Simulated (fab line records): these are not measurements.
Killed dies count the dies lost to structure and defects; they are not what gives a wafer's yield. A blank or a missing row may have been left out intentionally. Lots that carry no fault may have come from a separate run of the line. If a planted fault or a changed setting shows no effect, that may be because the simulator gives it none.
fab line records -- flow gf180mcu
record lots=15, wafers=45, last_day=34
route steps=602 shown V5@543 TOP_METAL@570 PASSIVATION@599
lots that met no fault: taken from a fault-free run of the same line
start_h: hours from the record's first day to the start of the lot's first wafer shown -- wait_h: how many hours have passed since the lot's step before this one -- " the same as in the row above -- L1.1+2: a single row standing in for several wafers -- - value missing, or start not given -- * or withheld: withheld -- < > ~ a bound
route shown NAME@n: a module of which the file shows steps, and the number in the route of the first -- usual: mean/standard deviation of fault-free wafers -- same: alike in all rows -- chamber/n: place in a boat -- sites: per-site readings -- _std_site: the standard deviation of these -- _edge_site: mean of outer sites minus mean of inner sites -- radius_mm: for every site, how far away it sits from the centre of the wafer -- mask NAME#n: copy n -- behind: the last tool/chamber to shape the wafer -- hold: what put the lot on hold/how long, in hours/how the hold closed -- device: whichever transistor did not switch (one of n, p or np) -- end of line: the tests these same wafers got at the end of their route -- for a step that has no rows: nothing shown but its recipe -- killed: not the wafer's yield, but the dies lost to structure and defects at the first sort -- map: per-die view of a wafer (x killed, . not killed, _ where there is no die)
set.NAME: the run value of the setting; set.NAME@STEP: its run value at that earlier step -- model.NAME: the simulator's own value behind a step, which no gauge read
route steps across a sampled set of lots; one table per step, one row per wafer
services: from which hour (start_h, from the record's first day; less than 0 if before it) a tool's chamber was out of use, for how many hours, and why
## steps
# step GF_V5_THK_MEAS_03
# recipe reads=SiO2_of_V5_CVD_02
# usual V5_CVD_02_THK=1451/20
lot.wafer,tool,chamber,start_h,wait_h,V5_CVD_02_THK[nm]
L223.1,film_metro-01,-,604.56,0.1,1450
L223.2,film_metro-01,-,604.56,0.1,1457
L223.3,film_metro-01,-,604.56,0.1,1483
L224.1,film_metro-01,-,610.93,0.1,1438
L224.2,film_metro-01,-,610.93,0.1,1439
L224.5,film_metro-01,-,610.93,0.1,1472
L225.1,film_metro-01,-,622.91,0.1,1468
L225.4,film_metro-01,-,622.91,0.1,1460
L225.5,film_metro-01,-,622.91,0.1,1472
L226.1,film_metro-03,-,629.61,0.1,1443
L226.2,film_metro-03,-,629.61,0.1,1449
L226.6,film_metro-03,-,629.61,0.1,1458
L227.1,film_metro-01,-,642.38,0.1,1454
L227.3,film_metro-01,-,642.38,0.1,1470
L227.6,film_metro-01,-,642.38,0.1,1493
L228.2,film_metro-03,-,649.13,0.1,1434
L228.4,film_metro-03,-,649.13,0.1,1445
L228.5,film_metro-03,-,649.13,0.1,1468
L229.1,film_metro-04,-,656.67,0.1,1407
L229.5,film_metro-04,-,656.67,0.1,1448
L229.6,film_metro-04,-,656.67,0.1,1456
L231.2,film_metro-01,-,667.06,0.1,1470
L231.4,film_metro-01,-,667.06,0.1,1466
L231.5,film_metro-01,-,667.06,0.1,1474
L237.1,film_metro-03,-,711.27,0.1,1440
L237.4,film_metro-03,-,711.27,0.1,1468
L237.6,film_metro-03,-,711.27,0.1,1484
L238.1,film_metro-04,-,718.96,0.1,1440
L238.4,film_metro-04,-,718.96,0.1,1469
L238.6,film_metro-04,-,718.96,0.1,1467
L239.4,film_metro-01,-,729.94,0.0,1440
L239.5,film_metro-01,-,729.94,0.0,1458
L239.6,film_metro-01,-,729.94,0.0,1438
L242.3,film_metro-01,-,744.51,0.1,1411
L242.4,film_metro-01,-,744.51,0.1,1457
L242.5,film_metro-01,-,744.51,0.1,1452
L243.3,film_metro-04,-,750.24,0.1,1421
L243.5,film_metro-04,-,750.24,0.1,1443
L243.6,film_metro-04,-,750.24,0.1,1429
L244.1,film_metro-03,-,760.45,0.1,1427
L244.3,film_metro-03,-,760.45,0.1,1430
L244.6,film_metro-03,-,760.45,0.1,1458
L245.2,film_metro-01,-,762.51,0.1,1423
L245.3,film_metro-01,-,762.51,0.1,1430
L245.5,film_metro-01,-,762.51,0.1,1436
# step GF_TOP_METAL_SPUTTER_03
# recipe material=Ti, target_thk_nm=5, substrate_temp_c=300, chamber_pressure_pa=0.3, power_w=3000, time_s=3.3
# usual throttle_valve_pct=30.2/0.87
lot.wafer,tool,chamber,start_h,wait_h,throttle_valve_pct
L223.1,pvd_sputter-01,-,626.85,0.0,29.4
L223.2,pvd_sputter-01,-,626.85,0.0,30.3
L223.3,pvd_sputter-01,-,626.85,0.0,30.7
L224.1,pvd_sputter-02,-,633.32,0.0,30.6
L224.2,pvd_sputter-02,-,633.32,0.0,30.4
L224.5,pvd_sputter-02,-,633.32,0.0,30.5
L225.1,pvd_sputter-03,-,645.32,0.0,30.9
L225.4,pvd_sputter-03,-,645.32,0.0,31.6
L225.5,pvd_sputter-03,-,645.32,0.0,30.7
L226.1,pvd_sputter-01,-,652.00,0.0,30.4
L226.2,pvd_sputter-01,-,652.00,0.0,29.0
L226.6,pvd_sputter-01,-,652.00,0.0,29.2
L227.1,pvd_sputter-03,-,663.18,0.0,30.8
L227.3,pvd_sputter-03,-,663.18,0.0,31.3
L227.6,pvd_sputter-03,-,663.18,0.0,30.8
L228.2,pvd_sputter-02,-,670.61,0.0,29.1
L228.4,pvd_sputter-02,-,670.61,0.0,29.4
L228.5,pvd_sputter-02,-,670.61,0.0,29.1
L229.1,pvd_sputter-02,-,677.66,0.0,30.3
L229.5,pvd_sputter-02,-,677.66,0.0,29.1
L229.6,pvd_sputter-02,-,677.66,0.0,30.4
L231.2,pvd_sputter-02,-,688.25,0.0,30.4
L231.4,pvd_sputter-02,-,688.25,0.0,30.5
L231.5,pvd_sputter-02,-,688.25,0.0,29.4
L237.1,pvd_sputter-02,-,731.83,0.0,30.3
L237.4,pvd_sputter-02,-,731.83,0.0,29.1
L237.6,pvd_sputter-02,-,731.83,0.0,30.5
L238.1,pvd_sputter-03,-,738.07,0.0,32.1
L238.4,pvd_sputter-03,-,738.07,0.0,31.2
L238.6,pvd_sputter-03,-,738.07,0.0,31.5
L239.4,pvd_sputter-02,-,748.80,0.0,30.2
L239.5,pvd_sputter-02,-,748.80,0.0,30.4
L239.6,pvd_sputter-02,-,748.80,0.0,29.2
L242.3,pvd_sputter-02,-,763.50,0.0,30.2
L242.4,pvd_sputter-02,-,763.50,0.0,29.2
L242.5,pvd_sputter-02,-,763.50,0.0,30.3
L243.3,pvd_sputter-02,-,768.35,0.0,28.9
L243.5,pvd_sputter-02,-,768.35,0.0,30.3
L243.6,pvd_sputter-02,-,768.35,0.0,29.1
L244.1,pvd_sputter-03,-,778.85,0.0,29.4
L244.3,pvd_sputter-03,-,778.85,0.0,30.9
L244.6,pvd_sputter-03,-,778.85,0.0,29.5
L245.2,pvd_sputter-02,-,780.37,0.0,29.4
L245.3,pvd_sputter-02,-,780.37,0.0,30.5
L245.5,pvd_sputter-02,-,780.37,0.0,30.2
# step GF_TOP_METAL_CD_MEAS_14
# recipe target_cd_nm=440
# usual cd_nm=440.4/2.3
lot.wafer,tool,chamber,start_h,wait_h,cd_nm
L223.1,cd_sem-02,-,647.02,0.1,443.6
L223.2,cd_sem-02,-,647.02,0.1,444.7
L223.3,cd_sem-02,-,647.02,0.1,443.6
L224.1,cd_sem-02,-,652.97,0.1,441.2
L224.2,cd_sem-02,-,652.97,0.1,444.1
L224.5,cd_sem-02,-,652.97,0.1,444.9
L225.1,cd_sem-02,-,664.99,0.1,439.8
L225.4,cd_sem-02,-,664.99,0.1,439.4
L225.5,cd_sem-02,-,664.99,0.1,438.3
L226.1,cd_sem-01,-,670.52,0.1,440.7
L226.2,cd_sem-01,-,670.52,0.1,443.1
L226.6,cd_sem-01,-,670.52,0.1,444.2
L227.1,cd_sem-02,-,681.44,0.1,437.9
L227.3,cd_sem-02,-,681.44,0.1,438.7
L227.6,cd_sem-02,-,681.44,0.1,442.1
L228.2,cd_sem-01,-,689.74,0.1,444.4
L228.4,cd_sem-01,-,689.74,0.1,445.4
L228.5,cd_sem-01,-,689.74,0.1,443.1
L229.1,cd_sem-02,-,696.62,0.1,441.5
L229.5,cd_sem-02,-,696.62,0.1,438.9
L229.6,cd_sem-02,-,696.62,0.1,439.6
L231.2,cd_sem-01,-,706.76,0.1,440.3
L231.4,cd_sem-01,-,706.76,0.1,439.5
L231.5,cd_sem-01,-,706.76,0.1,439.6
L237.1,cd_sem-01,-,749.32,0.1,442.0
L237.4,cd_sem-01,-,749.32,0.1,441.2
L237.6,cd_sem-01,-,749.32,0.1,442.7
L238.1,cd_sem-01,-,755.07,0.1,438.4
L238.4,cd_sem-01,-,755.07,0.1,439.2
L238.6,cd_sem-01,-,755.07,0.1,441.2
L239.4,cd_sem-02,-,765.08,0.1,436.5
L239.5,cd_sem-02,-,765.08,0.1,438.9
L239.6,cd_sem-02,-,765.08,0.1,437.8
L242.3,cd_sem-02,-,779.06,0.1,441.1
L242.4,cd_sem-02,-,779.06,0.1,442.4
L242.5,cd_sem-02,-,779.06,0.1,442.5
L243.3,cd_sem-01,-,783.98,0.1,440.3
L243.5,cd_sem-01,-,783.98,0.1,442.4
L243.6,cd_sem-01,-,783.98,0.1,441.3
L244.1,cd_sem-01,-,793.74,0.1,442.1
L244.3,cd_sem-01,-,793.74,0.1,441.2
L244.6,cd_sem-01,-,793.74,0.1,442.9
L245.2,cd_sem-01,-,795.99,0.1,442.7
L245.3,cd_sem-01,-,795.99,0.1,441.7
L245.5,cd_sem-01,-,795.99,0.1,443.3
# step GF_PASSIVATION_STRIP_12
# recipe chemistry=O2/N2, power_w=1400, pressure_mtorr=1500, platen_temp_c=250, o2_flow_sccm=3000, n2_flow_sccm=300, overash_fraction=0.5
# usual chamber_pressure_mTorr=1500.0/1.3, drypump_motor_current_A=5.9/0.59, heater_power_w=342/20, oes_product_au=0.719/0.0048, strip_time_to_endpoint_s=34.67/0.17
lot.wafer,tool,chamber,start_h,wait_h,chamber_pressure_mTorr,drypump_motor_current_A,heater_power_w,oes_product_au,rf_hours_counter_h,strip_time_to_endpoint_s
L223.1,plasma_asher-04,0,667.85,0.1,1500.1,5.3,342,0.716,58,34.35
L223.2,plasma_asher-04,1,667.85,0.1,1498.2,5.1,334,0.724,58,34.56
L223.3,plasma_asher-04,1,667.85,0.1,1499.0,5.1,337,0.722,-,34.75
L224.1,plasma_asher-02,1,673.88,0.1,1498.3,6.0,318,0.711,92,34.42
L224.2,plasma_asher-02,0,673.88,0.1,1498.0,6.4,376,0.722,92,34.60
L224.5,plasma_asher-02,1,673.88,0.1,1501.5,6.0,320,0.711,-,34.69
L225.1,plasma_asher-04,1,685.23,0.1,1498.0,5.1,333,0.717,60,34.78
L225.4,plasma_asher-04,1,685.23,0.1,1499.8,5.1,338,0.721,-,34.74
L225.5,plasma_asher-04,1,685.23,0.1,1500.5,5.1,334,0.710,-,34.62
L226.1,plasma_asher-01,1,690.53,0.1,1499.5,5.6,385,0.725,111,34.76
L226.2,plasma_asher-01,0,690.53,0.1,1499.4,6.8,325,0.720,111,34.70
L226.6,plasma_asher-01,0,690.53,0.1,1500.4,6.8,320,0.717,-,34.47
L227.1,plasma_asher-02,0,701.65,0.1,-,-,-,-,-,-
L227.3,plasma_asher-02,0,701.65,0.1,-,-,-,-,-,-
L227.6,plasma_asher-02,0,701.65,0.1,-,-,-,-,-,-
L228.2,plasma_asher-01,0,710.71,0.1,-,-,-,-,-,-
L228.4,plasma_asher-01,1,710.71,0.1,-,-,-,-,-,-
L228.5,plasma_asher-01,1,710.71,0.1,-,-,-,-,-,-
L229.1,plasma_asher-02,1,716.15,0.1,-,-,-,-,-,-
L229.5,plasma_asher-02,0,716.15,0.1,-,-,-,-,-,-
L229.6,plasma_asher-02,1,716.15,0.1,-,-,-,-,-,-
L231.2,plasma_asher-01,1,726.43,0.1,1502.3,5.6,374,0.716,115,34.64
L231.4,plasma_asher-01,0,726.43,0.1,1497.6,6.8,326,0.715,-,34.64
L231.5,plasma_asher-01,1,726.43,0.1,1499.2,5.6,368,0.720,-,34.90
L237.1,plasma_asher-01,1,767.15,0.1,1500.2,5.6,363,0.718,2,34.37
L237.4,plasma_asher-01,0,767.15,0.1,1499.9,6.8,319,0.729,-,34.48
L237.6,plasma_asher-01,1,767.15,0.1,1500.7,5.6,359,0.715,-,34.71
L238.1,plasma_asher-02,0,773.03,0.1,1499.1,6.3,370,0.714,103,34.78
L238.4,plasma_asher-02,0,773.03,0.1,1500.9,6.3,372,0.716,-,34.59
L238.6,plasma_asher-02,1,773.03,0.1,1501.1,6.0,320,0.724,-,34.83
L239.4,plasma_asher-01,1,782.04,0.2,1501.4,5.5,351,0.724,-,34.63
L239.5,plasma_asher-01,0,782.04,0.2,1499.1,6.8,317,0.717,-,34.64
L239.6,plasma_asher-01,1,782.04,0.2,1500.6,5.6,360,0.723,-,34.64
L242.3,plasma_asher-04,1,795.34,0.2,1499.8,5.1,349,0.717,-,34.78
L242.4,plasma_asher-04,0,795.34,0.2,1501.3,5.4,340,0.719,-,34.60
L242.5,plasma_asher-04,0,795.34,0.2,1499.3,5.4,330,0.716,-,34.55
L243.3,plasma_asher-04,0,800.31,0.2,1500.0,5.3,339,0.726,-,34.46
L243.5,plasma_asher-04,1,800.31,0.2,1502.3,5.2,333,0.721,-,34.53
L243.6,plasma_asher-04,0,800.31,0.2,1500.9,5.3,352,0.719,-,34.34
L244.1,plasma_asher-01,1,810.20,0.1,1500.6,5.6,346,0.721,8,35.02
L244.3,plasma_asher-01,1,810.20,0.1,1500.4,5.6,354,0.716,-,34.80
L244.6,plasma_asher-01,0,810.20,0.1,1500.3,6.8,318,0.712,-,34.88
L245.2,plasma_asher-02,1,812.10,0.1,1500.1,6.0,323,0.720,108,34.24
L245.3,plasma_asher-02,0,812.10,0.1,1498.9,6.3,374,0.718,-,34.55
L245.5,plasma_asher-02,0,812.10,0.1,1499.1,6.3,376,0.726,-,34.46
## services
tool,chamber,start_h,hours,kind
plasma_asher-01,-,603.50,1.3,repair
plasma_asher-04,-,604.75,5.0,repair
pvd_sputter-02,-,680.69,3.5,repair
pvd_sputter-02,-,691.43,0.7,repair
pvd_sputter-02,-,693.74,4.9,repair
plasma_asher-01,-,697.47,1.2,repair
plasma_asher-04,-,720.23,0.3,repair
plasma_asher-01,-,733.75,9.0,pm
plasma_asher-01,0,733.75,9.0,vent_cycle
plasma_asher-01,1,733.75,9.0,vent_cycle
pvd_sputter-03,-,733.91,3.2,repair
plasma_asher-01,0,742.75,-,clean
plasma_asher-01,1,742.75,-,clean
pvd_sputter-01,-,755.60,8.3,repair
## key
first_sign step=GF_PASSIVATION_STRIP_12, reading=tool_record, direction=missing
effect none on later readings
met_at GF_PASSIVATION_STRIP_12
struck_lots L227,L228,L229
later_rows_left_out L227.1,L227.3,L227.6,L228.2,L228.4,L228.5,L229.1,L229.5,L229.6
sort_left_out L227.1,L227.3,L227.6,L228.2,L228.4,L228.5,L229.1,L229.5,L229.6
not_acting_at GF_V5_THK_MEAS_03,GF_TOP_METAL_SPUTTER_03,GF_TOP_METAL_CD_MEAS_14
onset_between 690.53 701.65
fault kind=skipped_step_whole, tool=plasma_asher-01,plasma_asher-02, chamber=-, onset_h=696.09, steps=GF_PASSIVATION_STRIP_12, scope=struck_lots_only
# sort_left_out: the simulated sort isn't trusted on such a fault, so these wafers' sort isn't shown, and their yield isn't known
# later_rows_left_out: the simulator's readings of these wafers behind a module that went badly wrong aren't trusted and aren't shown, but for the sort
